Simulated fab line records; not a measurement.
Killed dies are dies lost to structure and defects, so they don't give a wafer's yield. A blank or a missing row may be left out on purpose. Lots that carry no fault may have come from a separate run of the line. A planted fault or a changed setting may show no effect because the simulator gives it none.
The same fault as seen by 2 desks    flow sfq line    only its own numbers are on each desk; what lay behind them is given at the end

DESK OF THE TOOL OWNER: cmp-01
The tool's own readings at SFQ_TRILAYER_I4_CMP_CMP_100 (polishes SiO2): means of the sampled wafers that have a number, for each lot that ran on this tool. The brackets show how far a lot's mean lies from the usual mean; more than 4 standard deviations puts the lot out of limits, marked OUT.
Columns: A = edge zone pressure frac at SFQ_TRILAYER_I4_CMP_CMP_100, usual 1.000; B = motor current A at SFQ_TRILAYER_I4_CMP_CMP_100, usual 10.4 A; C = slurry flow ml min at SFQ_TRILAYER_I4_CMP_CMP_100, usual 149.9; D = time to endpoint s at SFQ_TRILAYER_I4_CMP_CMP_100, usual 213 s
lot   first seen here  A      B     C      D
L917  day 50 09:18     1.003  10.7  149.8  213
L918  day 50 11:48     1.000  10.0  149.3  205
L922  day 51 20:48     1.000  10.3  149.5  213
L929  day 62 05:25     1.000  9.9   150.1  211
L930  day 62 08:28     1.003  10.0  150.2  214
L931  day 62 11:58     1.002  10.0  149.8  210
L934  day 62 17:58     1.000  9.6   149.9  202
L935  day 62 20:28     0.997  10.1  149.9  203
L937  day 63 00:31     1.001  9.9   149.8  210
This desk's verdict: no lot among the 9 shows anything out of limits.

METROLOGY DESK
What the gauges read, lot by lot, whatever tool the lot ran on: means of the sampled wafers that have a number. The brackets show how far a lot's mean lies from the usual mean; more than 4 standard deviations puts the lot out of limits, marked OUT.
Columns: A = M1_OVL at SFQ_M1_OVL_MEAS_911, usual 0 nm; B = I2_OVL at SFQ_I2_OVL_MEAS_918, usual 2 nm; C = I4_BOW at SFQ_I4_BOW_MEAS_927, usual 5 um
lot   first seen here  A   B   C
L917  day 22 23:04     1   -6  1
L918  day 23 03:53     0   8   -1
L919  day 23 08:41     5   -6  9
L922  day 25 01:50     0   10  6
L929  day 26 18:13     4   -0  4
L930  day 26 19:25     -4  1   -6
L931  day 26 23:08     -6  6   12
L934  day 27 06:20     1   3   12
L935  day 27 07:32     1   9   27
L936  day 27 08:44     4   11  9
L937  day 27 09:56     -8  2   7
L938  day 27 11:08     0   5   3
L939  day 27 13:32     -1  0   0
L940  day 27 17:08     0   -2  7
This desk's verdict: no lot among the 14 shows anything out of limits.

TAKEN TOGETHER
The desk of the tool owner found nothing out of limits.
At the metrology desk, nothing out of limits was observed.

WHAT THE SIMULATOR HAD PUT IN
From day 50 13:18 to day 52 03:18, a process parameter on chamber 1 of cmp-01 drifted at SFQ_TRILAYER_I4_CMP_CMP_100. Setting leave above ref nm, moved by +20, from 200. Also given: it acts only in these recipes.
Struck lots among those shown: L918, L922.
